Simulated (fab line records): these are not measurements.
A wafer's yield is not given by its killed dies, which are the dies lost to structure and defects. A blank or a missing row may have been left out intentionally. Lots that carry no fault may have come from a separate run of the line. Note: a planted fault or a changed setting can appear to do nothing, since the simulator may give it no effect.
fab line records	flow sfq-line
record: lots: 5	wafers: 15	last-day: 89
route steps=325 shown M3@122 I3@133 M4@148 I4@163 M8@325
lots that met no fault: taken from a fault-free run of the same line
start-h: the number of hours between the record's first day and the start of the first shown wafer of the lot	wait-h: how many hours have passed since the lot's step before this one	" unchanged from the row above	L1.1+2: one row covering several wafers at once	- no value, or no start given	* or withheld: withheld	< > ~ a bound
route shown NAME@n: a module of which the file shows steps, and the number in the route of the first	usual: mean/standard deviation taken from wafers without a fault	same: alike in all rows	chamber/n: place in a boat	sites: the reading at each site	_std_site: the values' standard deviation	_edge_site: inner sites' mean taken away from outer sites' mean	radius-mm: for every site, how far away it sits from the centre of the wafer	mask NAME#n: copy n	behind: the most recent tool/chamber to have shaped the wafer	hold: why the lot went on hold/how many hours it stayed there/how the hold came to an end	device: which transistor (n, p or np) failed to switch	end of line: the tests these same wafers got at the end of their route	step lacking rows: just its recipe	killed: count of dies lost to structure and defects at first sort (not the wafer's yield)	map: a wafer's dies, x killed, . not, _ none there
set.NAME: the setting the step ran with; set.NAME@STEP: the setting that earlier step ran with	model.NAME: the simulator's own value behind a step, which no gauge read
lots at some steps of the route; a table a step, a row a wafer
services: when a tool's chamber went out of use (start-h, in hours from the record's first day, below 0 if earlier), for how many hours, and the reason
== steps ==
step: SFQ_TRILAYER_M3_LITHO_COAT_080
recipe: resist: BARC	spin-rpm: 3000	resist-thk-nm: 62
step: SFQ_TRILAYER_M3_LITHO_COAT_075
recipe: resist: KrF	spin-rpm: 3000	resist-thk-nm: 600
step: SFQ_TRILAYER_M3_LITHO_SOFTBAKE_079
recipe: temp-c: withheld	time-s: withheld	resist: KrF
step: SFQ_TRILAYER_M3_LITHO_EXPOSE_076
recipe: mask-id: M3	na: 0.6	source-shape: conventional	sigma-outer: 0.65	target-cd-nm: 500	dose-mj: 14.4
step: SFQ_TRILAYER_M3_LITHO_PEB_078
recipe: peb-temp-c: 115	peb-time-s: 60	resist: KrF
step: SFQ_TRILAYER_M3_LITHO_DEVELOP_077
recipe: time-s: 60	resist: KrF
step: SFQ_M3_OVL_MEAS_921
usual: M3_OVL: -1/4.7
lot.wafer	tool	chamber	start-h	wait-h	M3_OVL[nm]
L516.3	overlay-01	-	1057.60	0.1	3
L516.4	"	-	"	"	0
L516.6	"	-	"	"	3
L522.1	overlay-01	-	1082.78	0.1	10
L522.3	"	-	"	"	10
L522.4	"	-	"	"	4
L527.3	overlay-01	-	1097.80	0.1	2
L527.4	"	-	"	"	-1
L527.5	"	-	"	"	0
L529.1	overlay-02	-	1222.02	0.1	-4
L529.3	"	-	"	"	-9
L529.4	"	-	"	"	-3
L532.2	overlay-01	-	1241.80	0.1	5
L532.3	"	-	"	"	-5
L532.4	"	-	"	"	3
step: SFQ_TRILAYER_M3_BARC_OPEN_METAL_ETCH_100
recipe: mask-material: PR	chemistry: O2	target-depth-nm: 125	target: BARC	icp-w: 600	bias-w: 82.74	pressure-mtorr: 10	time-s: 41.7
step: SFQ_TRILAYER_M3_ETCH_METAL_ETCH_078
recipe: target: Nb	stop-on: SiO2	mask-material: PR	chemistry: Cl2/Ar	target-depth-nm: 240	icp-w: 600	bias-w: 80	pressure-mtorr: 10	time-s: 120
usual: drypump-motor-current-A: 5.8/0.41	he-backside-leak-sccm: 3.55/0.15	oes-product-au: 0.894/0.0079
lot.wafer	tool	chamber	start-h	wait-h	drypump-motor-current-A	he-backside-leak-sccm	oes-product-au	rf-hours-counter-h
L516.3	rie-metal-04	1	1057.72	0.1	6.0	3.46	0.904	-
L516.4	"	0	"	"	5.8	3.20	0.897	-
L516.6	"	0	"	"	5.8	3.37	0.901	-
L522.1	rie-metal-03	1	1082.88	0.0	6.4	3.79	0.907	114
L522.3	"	0	"	"	6.0	3.47	0.892	-
L522.4	"	1	"	"	6.4	3.82	0.882	-
L527.3	rie-metal-04	0	1098.02	0.1	5.8	3.35	0.879	-
L527.4	"	0	"	"	5.8	3.34	0.880	-
L527.5	"	0	"	"	5.8	3.44	0.885	-
L529.1	rie-metal-04	1	1222.12	0.0	6.0	3.64	0.893	21
L529.3	"	1	"	"	6.0	3.40	0.887	-
L529.4	"	0	"	"	5.8	3.39	0.887	-
L532.2	rie-metal-03	0	1241.89	0.0	6.0	3.50	0.896	62
L532.3	"	1	"	"	6.4	3.49	0.885	-
L532.4	"	0	"	"	6.0	3.63	0.879	-
step: SFQ_TRILAYER_M3_STRIP_STRIP_079
recipe: gas: O2	power-w: 200	platen-temp-c: 40	overash-fraction: 0.65	chemistry: O2	pressure-mtorr: 50
usual: drypump-motor-current-A: 5.8/0.42	he-backside-leak-sccm: 3.56/0.17	oes-product-au: 1.001/0.0096
same: overash-fraction: 0.65
lot.wafer	tool	chamber	start-h	wait-h	drypump-motor-current-A	he-backside-leak-sccm	oes-product-au	rf-hours-counter-h
L516.3	rie-metal-04	1	1058.01	0.2	6.0	3.62	1.000	-
L516.4	"	0	"	"	5.8	3.54	1.004	-
L516.6	"	0	"	"	5.8	3.52	1.012	-
L522.1	rie-metal-03	1	1083.01	0.1	6.4	3.71	1.009	115
L522.3	"	0	"	"	6.0	3.58	0.999	-
L522.4	"	1	"	"	6.4	3.71	1.008	-
L527.3	rie-metal-04	0	1098.59	0.5	5.8	3.13	1.015	-
L527.4	"	0	"	"	5.8	3.36	1.009	-
L527.5	"	0	"	"	5.7	3.39	1.014	-
L529.1	rie-metal-04	1	1222.24	0.1	6.0	3.24	1.013	21
L529.3	"	1	"	"	6.0	3.41	1.009	-
L529.4	"	0	"	"	5.8	3.30	1.006	-
L532.2	rie-metal-03	0	1242.01	0.1	6.0	3.67	0.994	62
L532.3	"	1	"	"	6.4	3.51	1.015	-
L532.4	"	0	"	"	6.0	3.69	0.998	-
step: SFQ_TRILAYER_M3_STRIP_SOLV_CLEAN_080
recipe: chemistry: NMP	temp-c: 70	time-s: 600
step: SFQ_TRILAYER_I3_DEP_PECVD_081
recipe: material: SiO2	temp-c: 150	time-s: 111.11	pressure-torr: 2.4	rf-w: 183.3	precursor: SiH4/N2O	target-thk-nm: 500
step: SFQ_TRILAYER_I3_CMP_CMP_082
recipe: material: SiO2	down-force-psi: 3	platen-rpm: 60	pad-velocity-m-s: 0.94248
usual: edge-zone-pressure-frac: 1.000/0.005	motor-current-A: 9.9/0.94	slurry-filter-dp-kPa: 13.49/0.12	time-to-endpoint-s: 216/7.9
lot.wafer	tool	chamber	start-h	wait-h	edge-zone-pressure-frac	motor-current-A	slurry-filter-dp-kPa	time-to-endpoint-s	model.SiO2_of_TRILAYER_I3_DEP_PECVD_081.thk-nm
L516.3	cmp-02	3	1061.06	2.4	1.003	10.1	13.62	216	199.1
L516.4	"	2	1062.56	3.9	0.999	10.4	13.50	213	200.9
L516.6	"	0	1063.56	4.9	0.993	10.2	13.43	219	199.1
L522.3	cmp-01	1	1100.02	16.2	1.010	10.4	13.39	218	198.3
L522.1	"	2	"	"	0.997	10.3	13.45	202	197.6
L522.4	"	3	"	"	1.010	10.9	13.48	222	198.2
L527.4	cmp-02	3	1125.56	25.9	1.011	10.0	13.62	218	200.3
L527.3	"	0	"	"	0.997	10.1	13.36	218	199.3
L527.5	"	2	1127.06	27.4	1.004	10.2	13.36	279	305
L529.3	cmp-02	0	1223.09	0.0	0.998	9.9	13.52	203	198.6
L529.1	"	1	"	"	0.993	8.0	13.49	224	199.8
L529.4	"	3	1224.59	1.5	1.003	10.0	13.72	214	200
L532.4	cmp-02	3	1245.29	2.4	1.002	9.6	13.53	218	200.5
L532.2	"	0	"	"	1.001	10.9	13.58	207	199.7
L532.3	"	1	"	"	1.001	8.3	13.47	216	201.9
step: SFQ_I3_BOW_MEAS_922
recipe: mode: bow
usual: I3_BOW: 4/9
lot.wafer	tool	chamber	start-h	wait-h	I3_BOW[um]
L516.3	film-metro-01	-	1064.10	2.5	8
L516.4	"	-	"	"	0
L516.6	"	-	"	"	5
L522.1	film-metro-04	-	1103.02	2.0	20
L522.3	"	-	"	"	15
L522.4	"	-	"	"	6
L527.3	film-metro-02	-	1128.10	1.5	-3
L527.4	"	-	"	"	-8
L527.5	"	-	"	"	1
L529.1	film-metro-02	-	1226.09	2.0	9
L529.3	"	-	"	"	2
L529.4	"	-	"	"	-13
L532.2	film-metro-02	-	1248.31	2.0	4
L532.3	"	-	"	"	11
L532.4	"	-	"	"	-7
step: SFQ_TRILAYER_I3_METRO_MEASURE_083
usual: thk-nm: 199.8/1.3
lot.wafer	tool	chamber	start-h	wait-h	thk-nm
L516.3	film-metro-01	-	1064.58	0.5	199.1
L516.4	"	-	"	"	200.8
L516.6	"	-	"	"	199.0
L522.1	film-metro-04	-	1103.14	0.1	197.7
L522.3	"	-	"	"	198.4
L522.4	"	-	"	"	198.1
L527.3	film-metro-02	-	1128.58	0.5	199.2
L527.4	"	-	"	"	200.4
L527.5	"	-	"	"	304.7
L529.1	film-metro-02	-	1226.21	0.1	199.7
L529.3	"	-	"	"	198.7
L529.4	"	-	"	"	200.0
L532.2	film-metro-02	-	1248.61	0.3	199.8
L532.3	"	-	"	"	202.1
L532.4	"	-	"	"	200.6
step: SFQ_TRILAYER_I3_VIA_LITHO_COAT_090
recipe: resist: BARC	spin-rpm: 3000	resist-thk-nm: 62
step: SFQ_TRILAYER_I3_VIA_LITHO_COAT_085
recipe: resist: KrF	spin-rpm: 3000	resist-thk-nm: 650
step: SFQ_TRILAYER_I3_VIA_LITHO_SOFTBAKE_089
recipe: temp-c: withheld	time-s: withheld	resist: KrF
step: SFQ_TRILAYER_I3_VIA_LITHO_EXPOSE_086
recipe: mask-id: I3	na: 0.6	source-shape: conventional	sigma-outer: 0.65	target-cd-nm: 500	dose-mj: 21.3
step: SFQ_TRILAYER_I3_VIA_LITHO_PEB_088
recipe: peb-temp-c: 115	peb-time-s: 60	resist: KrF
step: SFQ_TRILAYER_I3_VIA_LITHO_DEVELOP_087
recipe: time-s: 60	resist: KrF
step: SFQ_I3_OVL_MEAS_923
usual: I3_OVL: -4/5.3
lot.wafer	tool	chamber	start-h	wait-h	I3_OVL[nm]
L516.3	overlay-02	-	1170.66	0.1	-10
L516.4	"	-	"	"	-7
L516.6	"	-	"	"	-8
L522.1	overlay-02	-	1205.00	0.1	-7
L522.3	"	-	"	"	-5
L522.4	"	-	"	"	-5
L527.3	overlay-01	-	1240.60	0.1	4
L527.4	"	-	"	"	4
L527.5	"	-	"	"	2
L529.1	overlay-01	-	1338.32	0.1	3
L529.3	"	-	"	"	3
L529.4	"	-	"	"	0
L532.2	overlay-02	-	1363.78	0.1	-7
L532.3	"	-	"	"	-6
L532.4	"	-	"	"	-8
step: SFQ_TRILAYER_I3_VIA_BARC_OPEN_VIA_ETCH_121
recipe: mask-material: PR	chemistry: O2	target-depth-nm: 125	target: BARC	source-w: 500	bias-w: 80	pressure-mtorr: 30	time-s: 41.7
usual: drypump-motor-current-A: 6.0/0.52	oes-product-au: 0.686/0.0047
lot.wafer	tool	chamber	start-h	wait-h	drypump-motor-current-A	oes-product-au	rf-hours-counter-h
L516.3	rie-diel-04	0	1170.69	0.0	5.1	0.678	12
L516.4	"	2	"	"	5.6	0.677	14
L516.6	"	1	"	"	6.6	0.686	-
L522.1	rie-diel-03	2	1205.04	0.0	6.3	0.681	11
L522.3	"	0	"	"	5.8	0.689	19
L522.4	"	0	"	"	5.7	0.683	-
L527.3	rie-diel-02	0	1240.63	0.0	6.0	0.688	13
L527.4	"	3	"	"	6.3	0.687	11
L527.5	"	0	"	"	6.1	0.692	-
L529.1	rie-diel-02	2	1338.36	0.0	6.4	0.682	11
L529.3	"	3	"	"	6.3	0.681	12
L529.4	"	1	"	"	5.0	0.687	17
L532.2	rie-diel-02	0	1363.81	0.0	6.1	0.687	14
L532.3	"	1	"	"	5.0	0.688	17
L532.4	"	2	"	"	6.4	0.697	12
step: SFQ_TRILAYER_I3_VIA_ETCH_VIA_ETCH_088
recipe: target: SiO2	stop-on: Nb	mask-material: PR	taper-deg: 20	chemistry: CHF3	target-depth-nm: 260	source-w: 500	bias-w: 80	pressure-mtorr: 30	time-s: withheld
usual: drypump-motor-current-A: 6.0/0.52	oes-product-au: 0.854/0.0053
lot.wafer	tool	chamber	start-h	wait-h	drypump-motor-current-A	oes-product-au	model.etch.depth-nm	model.I3.feature-depth-nm
L516.3	rie-diel-04	0	1170.73	0.0	5.1	0.850	199.1	199.1
L516.4	"	2	"	"	5.6	0.852	200.9	200.9
L516.6	"	1	"	"	6.6	0.850	199.1	199.1
L522.1	rie-diel-03	2	1205.08	0.0	6.4	0.846	197.6	197.6
L522.3	"	0	"	"	5.7	0.855	198.3	198.3
L522.4	"	0	"	"	5.7	0.841	198.2	198.2
L527.3	rie-diel-02	0	1240.67	0.0	6.0	0.850	199.3	199.3
L527.4	"	3	"	"	6.3	0.860	200.3	200.3
L527.5	"	0	"	"	6.0	1.000	262	262
L529.1	rie-diel-02	2	1338.40	0.0	6.4	0.859	199.8	199.8
L529.3	"	3	"	"	6.3	0.853	198.6	198.6
L529.4	"	1	"	"	5.0	0.856	200	200
L532.2	rie-diel-02	0	1363.85	0.0	6.0	0.857	199.7	199.7
L532.3	"	1	"	"	5.0	0.855	201.9	201.9
L532.4	"	2	"	"	6.4	0.849	200.5	200.5
step: SFQ_TRILAYER_I3_VIA_STRIP_STRIP_089
recipe: gas: O2	power-w: 200	platen-temp-c: 40	overash-fraction: 0.65	chemistry: O2	pressure-mtorr: 50
step: SFQ_TRILAYER_I3_VIA_STRIP_SOLV_CLEAN_090
recipe: chemistry: NMP	temp-c: 70	time-s: 600
step: SFQ_TRILAYER_M4_DEP_PRE_CLEAN_092
recipe: gas: Ar	time-s: 22.5	bias-v: 250
lot.wafer	tool	chamber	start-h	wait-h	model.SiO2_of_TRILAYER_I3_DEP_PECVD_081.thk-nm
L516.3+6	pvd-sputter-05	-	1171.61	0.0	191.6
L516.4	"	-	"	"	193.4
L522.1	pvd-sputter-05	-	1206.00	0.0	190.1
L522.3	"	-	"	"	190.8
L522.4	"	-	"	"	190.7
L527.3	pvd-sputter-05	-	1241.55	0.0	191.8
L527.4	"	-	"	"	192.8
L527.5	"	-	"	"	297.5
L529.1	pvd-sputter-05	-	1339.29	0.0	192.3
L529.3	"	-	"	"	191.1
L529.4	"	-	"	"	192.5
L532.2	pvd-sputter-05	-	1364.74	0.0	192.2
L532.3	"	-	"	"	194.4
L532.4	"	-	"	"	193
step: SFQ_TRILAYER_M4_DEP_SPUTTER_091
recipe: material: Nb	base-pressure-pa: 1.33e-06	chamber-pressure-pa: 0.1333	substrate-temp-c: 20	resputter-cathode-voltage-v: 400	target-thk-nm: 200	power-w: 2000	time-s: 128.8
step: SFQ_M4_RS_MEAS_924
recipe: thk-meas-gauge: four-point-probe	reads: Nb_of_TRILAYER_M4_DEP_SPUTTER_091
usual: M4_NB_RS: 0.923/0.012
lot.wafer	tool	chamber	start-h	wait-h	M4_NB_RS[ohm/sq]
L516.3	film-metro-04	-	1171.77	0.1	0.940
L516.4	"	-	"	"	0.933
L516.6	"	-	"	"	0.935
L522.1	film-metro-04	-	1206.12	0.0	0.902
L522.3	"	-	"	"	0.930
L522.4	"	-	"	"	0.906
L527.3	film-metro-03	-	1241.72	0.1	0.924
L527.4	"	-	"	"	0.930
L527.5	"	-	"	"	0.918
L529.1	film-metro-04	-	1339.41	0.0	0.933
L529.3	"	-	"	"	0.934
L529.4	"	-	"	"	0.933
L532.2	film-metro-03	-	1364.88	0.1	0.937
L532.3	"	-	"	"	0.928
L532.4	"	-	"	"	0.927
step: SFQ_TRILAYER_M4_LITHO_COAT_098
recipe: resist: BARC	spin-rpm: 3000	resist-thk-nm: 62
step: SFQ_TRILAYER_M4_LITHO_COAT_093
recipe: resist: KrF	spin-rpm: 3000	resist-thk-nm: 600
step: SFQ_TRILAYER_M4_LITHO_SOFTBAKE_097
recipe: temp-c: withheld	time-s: withheld	resist: KrF
step: SFQ_TRILAYER_M4_LITHO_EXPOSE_094
recipe: mask-id: M4	na: 0.6	source-shape: conventional	sigma-outer: 0.65	target-cd-nm: 500	dose-mj: 14.4
step: SFQ_TRILAYER_M4_LITHO_PEB_096
recipe: peb-temp-c: 115	peb-time-s: 60	resist: KrF
step: SFQ_TRILAYER_M4_LITHO_DEVELOP_095
recipe: time-s: 60	resist: KrF
step: SFQ_M4_OVL_MEAS_926
usual: M4_OVL: 2/5.2
lot.wafer	tool	chamber	start-h	wait-h	M4_OVL[nm]
L516.3	overlay-02	-	1277.01	0.1	0
L516.4	"	-	"	"	3
L516.6	"	-	"	"	3
L522.1	overlay-01	-	1317.92	0.1	10
L522.3	"	-	"	"	9
L522.4	"	-	"	"	8
L527.3	overlay-01	-	1357.66	0.1	-5
L527.4	"	-	"	"	-3
L527.5	"	-	"	"	-7
L529.1	overlay-01	-	1435.47	0.1	6
L529.3	"	-	"	"	9
L529.4	"	-	"	"	8
L532.2	overlay-02	-	1463.08	0.1	5
L532.3	"	-	"	"	7
L532.4	"	-	"	"	3
step: SFQ_TRILAYER_M4_BARC_OPEN_METAL_ETCH_123
recipe: mask-material: PR	chemistry: O2	target-depth-nm: 125	target: BARC	icp-w: 600	bias-w: 80	pressure-mtorr: 10	time-s: 41.7
usual: drypump-motor-current-A: 5.7/0.39	he-backside-leak-sccm: 3.5/0.39	oes-product-au: 0.685/0.0047
lot.wafer	tool	chamber	start-h	wait-h	drypump-motor-current-A	he-backside-leak-sccm	oes-product-au	rf-hours-counter-h
L516.3	rie-metal-01	1	1277.06	0.0	6.0	3.5	0.686	-
L516.4	"	0	"	"	6.1	3.6	0.688	-
L516.6	"	0	"	"	6.1	3.5	0.689	-
L522.1	rie-metal-02	1	1317.96	0.0	5.4	3.6	0.691	117
L522.3	"	1	"	"	5.4	3.7	0.687	-
L522.4	"	0	"	"	5.1	3.4	0.686	-
L527.3	rie-metal-04	0	1357.70	0.0	5.8	3.4	0.691	-
L527.4	"	1	"	"	6.0	3.4	0.684	-
L527.5	"	1	"	"	6.0	3.3	0.681	-
L529.1	rie-metal-01	1	1435.51	0.0	6.0	3.4	0.680	90
L529.3	"	1	"	"	6.0	3.4	0.685	-
L529.4	"	0	"	"	6.1	3.9	0.686	-
L532.2	rie-metal-02	1	1463.11	0.0	5.4	3.6	0.691	135
L532.3	"	0	"	"	5.1	3.5	0.683	-
L532.4	"	1	"	"	5.4	3.7	0.681	-
step: SFQ_TRILAYER_M4_ETCH_METAL_ETCH_096
recipe: target: Nb	stop-on: SiO2	mask-material: PR	chemistry: Cl2/Ar	target-depth-nm: 240	icp-w: 600	bias-w: 80	pressure-mtorr: 10	time-s: 120
usual: drypump-motor-current-A: 5.7/0.39	he-backside-leak-sccm: 3.54/0.21	oes-product-au: 0.876/0.008
lot.wafer	tool	chamber	start-h	wait-h	drypump-motor-current-A	he-backside-leak-sccm	oes-product-au	rf-hours-counter-h
L516.3	rie-metal-01	1	1277.17	0.1	6.0	3.30	0.857	-
L516.4	"	0	"	"	6.0	3.71	0.879	-
L516.6	"	0	"	"	6.1	3.73	0.874	-
L522.1	rie-metal-02	1	1318.02	0.0	5.4	3.53	0.886	117
L522.3	"	1	"	"	5.4	3.51	0.866	-
L522.4	"	0	"	"	5.1	3.64	0.888	-
L527.3	rie-metal-04	0	1357.78	0.1	5.8	3.33	0.872	-
L527.4	"	1	"	"	6.0	3.32	0.878	-
L527.5	"	1	"	"	6.0	3.32	0.880	-
L529.1	rie-metal-01	1	1435.57	0.0	6.0	3.26	0.869	90
L529.3	"	1	"	"	6.0	3.42	0.866	-
L529.4	"	0	"	"	6.1	3.56	0.868	-
L532.2	rie-metal-02	1	1463.17	0.0	5.4	3.60	0.867	135
L532.3	"	0	"	"	5.1	3.42	0.875	-
L532.4	"	1	"	"	5.4	3.67	0.879	-
step: SFQ_TRILAYER_M4_STRIP_STRIP_097
recipe: gas: O2	power-w: 200	platen-temp-c: 40	overash-fraction: 0.65	chemistry: O2	pressure-mtorr: 50
step: SFQ_TRILAYER_M4_STRIP_SOLV_CLEAN_098
recipe: chemistry: NMP	temp-c: 70	time-s: 600
step: SFQ_TRILAYER_I4_DEP_PECVD_099
recipe: material: SiO2	temp-c: 150	time-s: 111.11	pressure-torr: 2.4	rf-w: 183.3	precursor: SiH4/N2O	target-thk-nm: 500
step: SFQ_M8_BOW_MEAS_951
recipe: mode: bow
usual: M8_BOW: 9/11
lot.wafer	tool	chamber	start-h	wait-h	M8_BOW[um]	model.etest.i3.link-ohm
L516.3	film-metro-03	-	1902.94	0.0	9	2.012
L516.4	"	-	"	"	2	2.008
L516.6	"	-	"	"	7	2.007
L522.1	film-metro-03	-	1975.55	0.0	36	1.959
L522.3	"	-	"	"	32	2.005
L522.4	"	-	"	"	23	1.99
L527.3	film-metro-03	-	2094.86	0.0	-1	2.018
L527.4	"	-	"	"	-5	2.036
L527.5	"	-	"	"	3	1e+06
L529.1	film-metro-01	-	2105.07	0.0	21	2.004
L529.3	"	-	"	"	17	2.021
L529.4	"	-	"	"	1	2.02
L532.2	film-metro-04	-	2138.93	0.0	18	2.01
L532.3	"	-	"	"	25	2.015
L532.4	"	-	"	"	7	2.014
== services ==
tool	chamber	start-h	hours	kind
rie-metal-02	-	1037.97	0.5	repair
film-metro-02	-	1064.06	0.3	pm
rie-metal-04	0	1064.16	4.3	repair
cmp-02	-	1080.93	0.5	repair
film-metro-02	-	1084.67	0.4	pm
cmp-02	-	1091.06	4.0	pm
cmp-02	-	1120.60	0.5	repair
rie-metal-03	1	1126.70	4.8	repair
rie-metal-01	1	1136.73	17.7	repair
rie-metal-01	1	1155.53	27.8	repair
cmp-02	-	1161.06	5.1	pm
rie-diel-02	1	1194.41	3.9	repair
rie-metal-01	-	1204.07	2.8	pm
rie-metal-02	-	1218.57	14.6	pm
rie-metal-01	-	1234.22	14.6	pm
cmp-02	-	1293.29	14.6	pm
rie-metal-01	1	1317.25	1.6	repair
rie-metal-02	-	1325.38	2.8	pm
rie-metal-04	-	1340.67	2.8	pm
pvd-sputter-05	-	1351.05	4.6	repair
cmp-02	-	1383.34	0.6	repair
rie-metal-01	-	1418.48	0.2	repair
rie-diel-02	3	1431.81	4.9	repair
cmp-02	-	1433.54	4.0	pm
== key ==
first-sign: step: SFQ_TRILAYER_I3_CMP_CMP_082	reading: time-to-endpoint-s	direction: up	sigmas: 8	usual: *	struck: *
effect: step: SFQ_TRILAYER_I3_METRO_MEASURE_083	reading: thk-nm	direction: up	sigmas: 82	usual: 199.8	struck: 304.7
effect: step: SFQ_TRILAYER_I3_VIA_ETCH_VIA_ETCH_088	reading: oes-product-au	direction: up	sigmas: 27	usual: 0.854	struck: 1.000
model-effect: step: SFQ_TRILAYER_I3_CMP_CMP_082	value: SiO2_of_TRILAYER_I3_DEP_PECVD_081.thk-nm	without: 200	struck: 305
model-effect: step: SFQ_TRILAYER_I3_VIA_ETCH_VIA_ETCH_088	value: etch.depth-nm	without: 200	struck: 262
model-effect: step: SFQ_TRILAYER_M4_DEP_PRE_CLEAN_092	value: SiO2_of_TRILAYER_I3_DEP_PECVD_081.thk-nm	without: 192.5	struck: 297.5
model-effect: step: SFQ_M8_BOW_MEAS_951	value: etest.i3.link-ohm	without: 2.011	struck: 1e+06
met-at SFQ_TRILAYER_I3_CMP_CMP_082
struck-wafers L527.5
onset-between 1061.06 1125.56
fault: kind: process-parameter-drift	tool: cmp-02	chamber: 2	onset-h: 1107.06	steps: SFQ_TRILAYER_I3_CMP_CMP_082	channel: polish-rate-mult	offset: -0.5	shape: step	end-h: 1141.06
